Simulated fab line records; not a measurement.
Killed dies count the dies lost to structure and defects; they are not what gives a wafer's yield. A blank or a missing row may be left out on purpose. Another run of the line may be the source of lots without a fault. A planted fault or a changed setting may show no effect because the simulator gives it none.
8D (eight disciplines) problem report, filled in by code    flow sky130    the parts of the form that need people (team, actions taken, sign-off) are left out

## 1. WHAT IS WRONG
SKY_FIELD_ISO_ETCH_17, oes product au: mean 1.132 a.u. over 1 wafer from 1 lot; wafers with no fault: 0.998 a.u., standard deviation 0.0077. Relative to the usual mean, that is a shift of +17 standard deviations.
The step: etches Si in HBr/Cl2/O2, target depth 342 nm, time 97.7 s.
First observed at day 7 04:01: wafer L642.1, on rie si-01. The record has a number at this step for 39 wafers belonging to 13 lots. By rule, "out" or "out of limits" means more than 4 standard deviations away from the usual mean. Any other wafer with a number is counted as sound.

## 2. WHAT IT IS, WHAT IT ISN'T
question                     is                                  is not
which readings at this step  oes product au, throttle valve pct  drypump motor current A, rf fwd power W
which lots                   L642                                L619, L621, L624, L625, L626, L627, L628, L629, L631, L633, L634, L639
which wafers of those lots   L642.1                              L642.3, L642.5
read on which tools          rie si-01                           rie si-02
when                         from day 7 04:01                    up to then (38 sound wafers)

## 3. THE SUSPECTS, EACH WITH WHAT RULES IT OUT
Counting: any tool at a process step up to the reading remains a suspect provided it ran every lot that is out. Sound lots after the first of them don't rule it out here, since some wafers of a struck lot are sound.
- rie si-01 at SKY_FIELD_ISO_ETCH_17 (etches Si in HBr/Cl2/O2, target depth 342 nm, time 97.7 s): kept. It ran the lot that is out, L642 (day 7 04:01); its last sound lot up to then is L634 (day 5 18:20). On those wafers its own readings are out: oes product au, throttle valve pct.
- In rie si-01 at SKY_FIELD_ISO_ETCH_17, the wafers that are out were processed in chamber 0 and their sound lot-mates in chambers 1, 3.
After counting, what remains is rie si-01 at SKY_FIELD_ISO_ETCH_17.

## 4. THE CAUSE (what the simulator had put in)
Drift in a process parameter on rie si-01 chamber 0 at SKY_FIELD_ISO_ETCH_17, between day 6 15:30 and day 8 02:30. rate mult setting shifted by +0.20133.
The count eliminated every tool but this one.

## 5. THE CHAIN OF EFFECTS, in route order
One row per reading whose mean, taken over the struck wafers that have a number, lies over 3 standard deviations from the usual. Scope: only readings with a usual standard deviation given in the record; hours: median across lots of the time from each lot's start at the first step in this table that gives one to its start at this step; sigmas: change in usual standard deviations.
hours  step                   reading             usual       on struck wafers  change  sigmas
0      SKY_FIELD_ISO_ETCH_17  oes product au      0.998 a.u.  1.132             +0.134  +17
0      SKY_FIELD_ISO_ETCH_17  throttle valve pct  25.658 %    25.575            -0.083  -8.3
Process steps it contains:
- SKY_FIELD_ISO_ETCH_17: etches Si in HBr/Cl2/O2, target depth 342 nm, time 97.7 s.
Later steps that measure or inspect, where all struck wafers having a row at the step show a number for every such reading and not one has moved that far: SKY_VT_ADJUST_HVTR_OVL_MEAS_08.

## 6. WHAT WOULD HAVE CAUGHT IT SOONER
First out-of-limits reading in this record: day 7 04:01, which is 13 hours after fault onset at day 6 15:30.
